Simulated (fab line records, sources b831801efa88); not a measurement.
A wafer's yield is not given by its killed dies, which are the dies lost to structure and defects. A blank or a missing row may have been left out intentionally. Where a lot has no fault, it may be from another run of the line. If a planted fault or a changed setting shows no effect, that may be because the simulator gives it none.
fab line records	flow sfq-line
record: lots: 14	wafers: 42	last-day: 92
route steps=325 shown INCOMING@2 M0@38 I1@86 M3@119
lots that met no fault: from a run of the same line without faults
start-h: hours from the record's opening day to when the first of the lot's shown wafers began	wait-h: hours since the lot's step before	" repeats the value in the row above	L1.1+2: one row covering several wafers at once	- no value present, or no start provided	* or withheld: withheld	< > ~ a bound
route shown NAME@n: names a module that has steps shown in the file, with the first one's number in the route	usual: mean/standard deviation of fault-free wafers	same: alike in all rows	chamber/n: place in a boat	sites: the reading at each site	_std_site: their standard deviation	_edge_site: the outer-site mean with the inner-site mean subtracted	radius-mm: how far each site lies from the wafer's centre	mask NAME#n: copy n	behind: tool/chamber where the wafer was last shaped	hold: reason for holding the lot/hours on hold/outcome of the hold	device: the transistor (n, p or np) that didn't switch	end of line: at the end of the route, the tests of the same wafers	where a step has no rows: the recipe by itself	killed: not the wafer's yield, but the dies lost to structure and defects at the first sort	map: dies across one wafer; x = killed, . = not, _ = none there
set.NAME: the setting the step ran with; set.NAME@STEP: the setting that earlier step ran with	model.NAME: the simulator's own value behind a step, which no gauge read
route steps across a sampled set of lots; one table per step, one row per wafer
services: from which hour (start-h, from the record's first day; less than 0 if before it) a tool's chamber was out of use, for how many hours, and why
== steps ==
step: SFQ_TRILAYER_INCOMING_OXIDATION_002
recipe: temp-c: 1000	ambient: H2O	target-thk-a: 5000	p-h2o-torr: 720	ox-time-s: 4939
usual: spike-tc-bottom-C: 1018/3.8	spike-tc-centre-C: 1000.0/0.93	spike-tc-lower-C: 1000.5/1.1	spike-tc-top-C: 1009.6/1.3	spike-tc-upper-C: 1000.2/0.96	tube-center-temp-C: 1000/0.091	tube_center_temp_C_max: 1002.6/0.43	zone-power-bottom-pct: 33.4/0.4	zone-power-top-pct: 45.1/1.1
lot.wafer	tool	chamber	start-h	wait-h	spike-tc-bottom-C	spike-tc-centre-C	spike-tc-lower-C	spike-tc-top-C	spike-tc-upper-C	tube-center-temp-C	tube_center_temp_C_max	zone-power-bottom-pct	zone-power-top-pct
L959.3	furnace-01	0	10.12	0.1	1015	999.5	1000.6	1009.9	1000.7	999.92	1002.6	33.9	46.1
L959.5	"	0	"	"	1016	1000.3	1001.3	1009.6	1000.3	1000.1	1002.5	33.5	45.9
L959.6	"	0	"	"	1014	999.3	1001.0	1010.4	999.3	1000.1	1002.5	32.9	46.1
L960.3	furnace-02	0	15.12	0.1	1019	1000.6	998.7	1009.0	1001.6	1000	1002.6	33.8	43.7
L960.4	"	0	"	"	1023	1001.4	999.9	1008.8	1000.7	1000.1	1002.7	34.1	44.3
L960.5	"	0	"	"	1023	998.8	999.7	1007.3	999.7	1000	1002.9	33.0	44.8
L961.1	furnace-01	0	20.12	0.1	1014	1000.2	1001.1	1010.7	999.1	1000	1002.6	33.6	46.3
L961.2	"	0	"	"	1015	1000.8	1001.3	1010.0	1000.8	1000	1002.3	33.2	46.2
L961.3	"	0	"	"	1015	1001.4	1000.5	1012.4	998.8	1000	1002.5	33.5	45.6
L962.1	furnace-01	0	25.12	0.1	1015	999.4	999.5	1008.5	997.7	999.88	1002.8	33.3	45.8
L962.3	"	0	"	"	1015	1000.8	1000.4	1009.4	1000.3	999.9	1002.2	33.1	46.4
L962.4	"	0	"	"	1014	1000.0	999.7	1008.9	1000.0	1000.1	1003.1	33.3	45.4
L963.1	furnace-01	0	30.12	0.1	1015	1001.4	1001.2	1009.9	998.3	1000	1003.6	33.2	46.2
L963.4	"	0	"	"	1015	999.8	1001.1	1009.2	999.7	1000	1003.0	33.6	46.2
L963.6	"	0	"	"	1017	999.4	1000.9	1010.5	1001.0	1000.1	1003.4	32.9	45.7
L964.2	furnace-02	0	35.12	0.1	1022	998.3	1000.8	1008.5	999.5	999.92	1002.4	34.1	44.3
L964.3	"	0	"	"	1022	999.3	999.3	1009.3	999.9	1000	1002.7	33.4	45.0
L964.4	"	0	"	"	1022	1000.1	997.6	1008.3	1001.2	999.98	1002.4	34.0	44.3
L966.3	furnace-02	0	45.12	0.1	1022	999.5	1000.0	1008.6	1000.3	1000	1002.5	33.7	44.3
L966.5	"	0	"	"	1022	999.2	1001.3	1010.9	1000.2	1000.1	1003.1	33.5	44.1
L966.6	"	0	"	"	1022	1000.0	1000.0	1008.4	1000.1	1000	1002.6	33.4	45.0
L967.2	furnace-01	0	50.12	0.1	1015	1002.0	1001.7	1010.5	999.9	1000.1	1002.9	33.2	46.8
L967.4	"	0	"	"	1014	999.5	1001.5	1010.6	1000.0	999.93	1002.2	33.0	45.1
L967.6	"	0	"	"	1013	1001.5	1001.7	1009.9	999.3	1000.1	1002.6	33.6	45.7
L968.1	furnace-02	0	55.12	0.1	1023	1000.3	1000.5	1009.2	998.3	999.96	1001.7	33.8	44.3
L968.2	"	0	"	"	1023	1000.2	1000.2	1006.9	998.9	1000	1002.6	33.5	44.9
L968.5	"	0	"	"	1022	999.7	1001.0	1009.5	999.3	999.99	1002.6	33.5	44.0
L969.1	furnace-01	0	60.12	0.1	1015	999.1	1000.4	1010.9	999.2	999.99	1002.5	33.2	45.6
L969.2	"	0	"	"	1014	1001.1	999.8	1008.6	999.4	1000	1002.4	33.2	46.3
L969.4	"	0	"	"	1015	1000.2	1002.3	1011.0	999.2	999.89	1002.5	32.9	45.8
L974.3	furnace-02	0	85.12	0.1	1048	1025.2	1025.2	1034.0	1024.5	1025	1027.0	35.6	46.8
L974.4	"	0	"	"	1047	1025.0	1025.0	1033.4	1025.9	1025.1	1028.6	35.7	45.7
L974.5	"	0	"	"	1045	1025.7	1025.9	1033.1	1025.7	1025	1027.9	35.4	46.7
L976.1	furnace-02	0	95.12	0.1	1048	1026.4	1023.0	1033.9	1026.2	1025	1029.0	35.4	47.0
L976.3	"	0	"	"	1047	1024.7	1024.5	1033.0	1024.5	1025.1	1027.9	35.8	45.5
L976.6	"	0	"	"	1047	1023.8	1024.3	1034.0	1027.1	1025.1	1028.3	34.4	46.0
L979.1	furnace-01	0	110.12	0.1	1015	1000.2	1002.2	1008.7	1001.6	999.92	1002.1	32.8	46.4
L979.4	"	0	"	"	1014	999.1	1001.5	1010.6	999.3	1000.1	1002.1	33.4	45.9
L979.6	"	0	"	"	1015	1000.6	1000.5	1010.1	1001.8	999.96	1002.8	33.3	46.0
L981.1	furnace-01	0	120.12	0.1	1015	997.9	1000.1	1008.4	1001.2	999.81	1001.8	32.4	46.2
L981.2	"	0	"	"	1015	1000.9	1001.2	1010.3	998.4	999.97	1002.5	33.6	46.4
L981.6	"	0	"	"	1015	997.3	1000.3	1011.1	999.0	1000.1	1002.1	33.4	46.6
step: SFQ_M0_OVL_MEAS_906
usual: M0_OVL: 0/4.7
lot.wafer	tool	chamber	start-h	wait-h	M0_OVL[nm]
L959.3	overlay-01	-	252.45	0.1	5
L959.5	"	-	"	"	2
L959.6	"	-	"	"	0
L960.3	overlay-01	-	258.57	0.1	-3
L960.4	"	-	"	"	-2
L960.5	"	-	"	"	1
L961.1	overlay-01	-	265.76	0.1	0
L961.2	"	-	"	"	1
L961.3	"	-	"	"	5
L962.1	overlay-02	-	275.36	0.1	7
L962.3	"	-	"	"	4
L962.4	"	-	"	"	3
L963.1	overlay-02	-	284.96	0.1	-3
L963.4	"	-	"	"	2
L963.6	"	-	"	"	0
L964.2	overlay-01	-	299.49	0.1	-5
L964.3	"	-	"	"	-3
L964.4	"	-	"	"	-3
L966.3	overlay-02	-	331.90	0.1	1
L966.5	"	-	"	"	1
L966.6	"	-	"	"	-6
L967.2	overlay-02	-	343.89	0.1	0
L967.4	"	-	"	"	-6
L967.6	"	-	"	"	4
L968.1	overlay-01	-	360.81	0.1	-10
L968.2	"	-	"	"	-11
L968.5	"	-	"	"	-11
L969.1	overlay-02	-	365.61	0.1	-2
L969.2	"	-	"	"	1
L969.4	"	-	"	"	-4
L974.3	overlay-02	-	399.35	0.1	1
L974.4	"	-	"	"	-2
L974.5	"	-	"	"	-2
L976.1	overlay-01	-	417.34	0.1	0
L976.3	"	-	"	"	0
L976.6	"	-	"	"	2
L979.1	overlay-02	-	450.39	0.1	3
L979.4	"	-	"	"	-1
L979.6	"	-	"	"	1
L981.1	overlay-01	-	470.79	0.1	4
L981.2	"	-	"	"	2
L981.6	"	-	"	"	5
step: SFQ_TRILAYER_I1_VIA_STRIP_STRIP_053
recipe: gas: O2	power-w: 200	platen-temp-c: 40	overash-fraction: 0.65	chemistry: O2	pressure-mtorr: 50
usual: drypump-motor-current-A: 5.70/0.24	he-backside-leak-sccm: 3.6/0.44	oes-product-au: 1.000/0.0076
lot.wafer	tool	chamber	start-h	wait-h	drypump-motor-current-A	he-backside-leak-sccm	oes-product-au	rf-hours-counter-h
L959.3	rie-metal-01	1	717.52	-	5.68	3.4	0.992	-
L959.5	"	1	"	"	5.73	3.4	0.999	-
L959.6	"	0	"	"	5.82	3.7	1.005	-
L960.3	rie-metal-02	0	723.52	-	5.99	3.5	0.999	-
L960.4	"	1	"	"	5.77	3.8	1.008	-
L960.5	"	0	"	"	5.96	3.6	1.007	-
L961.1	rie-metal-03	1	730.52	-	5.30	3.0	0.996	34
L961.2	"	0	"	"	5.60	3.4	0.998	20
L961.3	"	1	"	"	5.31	3.0	1.002	-
L962.1	rie-metal-01	0	746.24	-	5.81	3.6	1.003	138
L962.3	"	1	"	"	5.74	3.2	0.992	-
L962.4	"	0	"	"	5.81	3.6	0.993	-
L963.1	rie-metal-02	0	752.24	-	5.98	3.7	0.996	15
L963.4	"	0	"	"	6.00	3.6	0.984	-
L963.6	"	0	"	"	5.99	3.7	1.006	-
L964.2	rie-metal-03	0	754.64	-	5.62	3.5	0.987	23
L964.3	"	1	"	"	5.32	3.0	1.006	-
L964.4	"	0	"	"	5.61	3.6	0.994	-
L966.3	rie-metal-02	0	798.43	-	5.99	3.6	0.997	-
L966.5	"	0	"	"	6.05	3.7	1.005	-
L966.6	"	1	"	"	5.74	3.7	0.992	-
L967.2	rie-metal-02	1	810.23	-	5.74	3.6	1.002	130
L967.4	"	0	"	"	5.94	3.7	1.012	-
L967.6	"	1	"	"	5.74	3.9	1.007	-
L968.1	rie-metal-03	1	830.76	-	5.32	3.6	1.004	49
L968.2	"	0	"	"	5.58	3.4	1.005	35
L968.5	"	0	"	"	5.61	3.5	0.998	-
L969.1	rie-metal-02	0	835.56	-	6.00	3.6	1.008	28
L969.2	"	0	"	"	6.04	3.7	1.002	-
L969.4	"	0	"	"	6.01	3.8	1.012	-
L974.3	rie-metal-02	0	879.33	-	6.00	3.7	0.998	-
L974.4	"	1	"	"	5.76	3.4	0.997	-
L974.5	"	1	"	"	5.76	4.7	0.994	-
L976.1	rie-metal-03	1	894.73	-	5.29	3.3	1.001	56
L976.3	"	1	"	"	5.29	3.6	1.008	-
L976.6	"	1	"	"	5.31	3.5	1.003	-
L979.1	rie-metal-02	1	922.46	-	5.79	3.5	1.002	10
L979.4	"	0	"	"	5.98	3.7	0.994	-
L979.6	"	0	"	"	5.97	3.7	1.000	-
L981.1	rie-metal-02	1	938.18	-	5.75	3.7	1.003	12
L981.2	"	0	"	"	5.97	3.7	0.996	40
L981.6	"	0	"	"	5.95	3.8	0.998	-
step: SFQ_TRILAYER_M3_DEP_SPUTTER_073
recipe: material: Nb	base-pressure-pa: 1.33e-06	chamber-pressure-pa: 0.1333	substrate-temp-c: 20	resputter-cathode-voltage-v: 400	target-thk-nm: 200	power-w: 2000	time-s: 133.3
usual: throttle-valve-pct: 29.9/0.96
same: time-s: 133.3
lot.wafer	tool	chamber	start-h	wait-h	throttle-valve-pct
L959.3	pvd-sputter-05	-	871.73	0.0	28.8
L959.5	"	-	"	"	29.0
L959.6	"	-	"	"	30.6
L960.3	pvd-sputter-04	-	884.58	0.0	29.2
L960.4	"	-	"	"	30.9
L960.5	"	-	"	"	28.7
L961.1	pvd-sputter-03	-	896.68	0.0	31.5
L961.2	"	-	"	"	31.0
L961.3	"	-	"	"	29.6
L962.1	pvd-sputter-03	-	908.46	0.0	29.4
L962.3	"	-	"	"	29.2
L962.4	"	-	"	"	32.0
L963.1	pvd-sputter-04	-	911.46	0.0	29.1
L963.4	"	-	"	"	29.0
L963.6	"	-	"	"	30.8
L964.2	pvd-sputter-03	-	914.65	0.0	29.7
L964.3	"	-	"	"	32.2
L964.4	"	-	"	"	30.9
L966.3	pvd-sputter-04	-	952.10	0.0	29.2
L966.5	"	-	"	"	28.8
L966.6	"	-	"	"	29.2
L967.2	pvd-sputter-05	-	990.07	0.0	28.7
L967.4	"	-	"	"	30.7
L967.6	"	-	"	"	30.5
L968.1	pvd-sputter-04	-	991.27	0.0	30.8
L968.2	"	-	"	"	29.1
L968.5	"	-	"	"	29.1
L969.1	pvd-sputter-05	-	999.62	0.0	30.5
L969.2	"	-	"	"	30.0
L969.4	"	-	"	"	29.3
L974.3	pvd-sputter-03	-	1036.12	0.0	31.9
L974.4	"	-	"	"	29.8
L974.5	"	-	"	"	29.5
L976.1	pvd-sputter-03	-	1055.85	0.0	30.9
L976.3	"	-	"	"	31.9
L976.6	"	-	"	"	31.0
L979.1	pvd-sputter-03	-	1096.92	0.0	29.2
L979.4	"	-	"	"	31.0
L979.6	"	-	"	"	31.0
L981.1	pvd-sputter-04	-	1107.29	0.0	29.1
L981.2	"	-	"	"	30.6
L981.6	"	-	"	"	29.4
== services ==
tool	chamber	start-h	hours	kind
pvd-sputter-03	-	8.10	1.6	repair
furnace-02	-	24.91	8.3	pm
furnace-01	-	43.28	4.0	pm
furnace-01	-	62.49	3.5	pm
furnace-02	-	119.75	3.4	pm
furnace-01	-	152.49	2.4	pm
rie-metal-02	-	190.29	0.7	repair
pvd-sputter-03	-	223.89	1.9	repair
furnace-02	-	257.49	2.8	pm
furnace-02	-	287.75	4.1	pm
rie-metal-02	-	312.05	2.8	pm
furnace-01	-	318.40	3.7	pm
furnace-01	-	343.93	2.2	pm
rie-metal-02	-	374.66	4.3	pm
rie-metal-02	0	424.22	3.2	repair
rie-metal-02	-	472.20	1.0	repair
furnace-01	-	486.40	3.5	pm
furnace-01	-	627.16	6.2	pm
furnace-01	-	654.40	4.0	pm
furnace-01	-	763.28	1.8	pm
furnace-01	-	823.63	2.8	pm
furnace-01	-	907.93	2.9	pm
furnace-01	-	990.40	2.8	pm
rie-metal-02	-	1031.80	1.4	pm
== key ==
first-sign: step: SFQ_TRILAYER_INCOMING_OXIDATION_002	reading: tube-center-temp-C	direction: up	sigmas: 99+	usual: *	struck: *
effect: step: SFQ_TRILAYER_INCOMING_OXIDATION_002	reading: tube_center_temp_C_max	direction: up	sigmas: 59	usual: *	struck: *
met-at SFQ_TRILAYER_INCOMING_OXIDATION_002
struck-lots L974,L976
not-acting-at SFQ_M0_OVL_MEAS_906,SFQ_TRILAYER_I1_VIA_STRIP_STRIP_053,SFQ_TRILAYER_M3_DEP_SPUTTER_073
onset-between 55.12 85.12
fault: kind: process-parameter-drift	tool: furnace-02	chamber: -	onset-h: 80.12	steps: SFQ_TRILAYER_INCOMING_OXIDATION_002	channel: temp-c	offset: *	shape: step	end-h: 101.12	stated: *
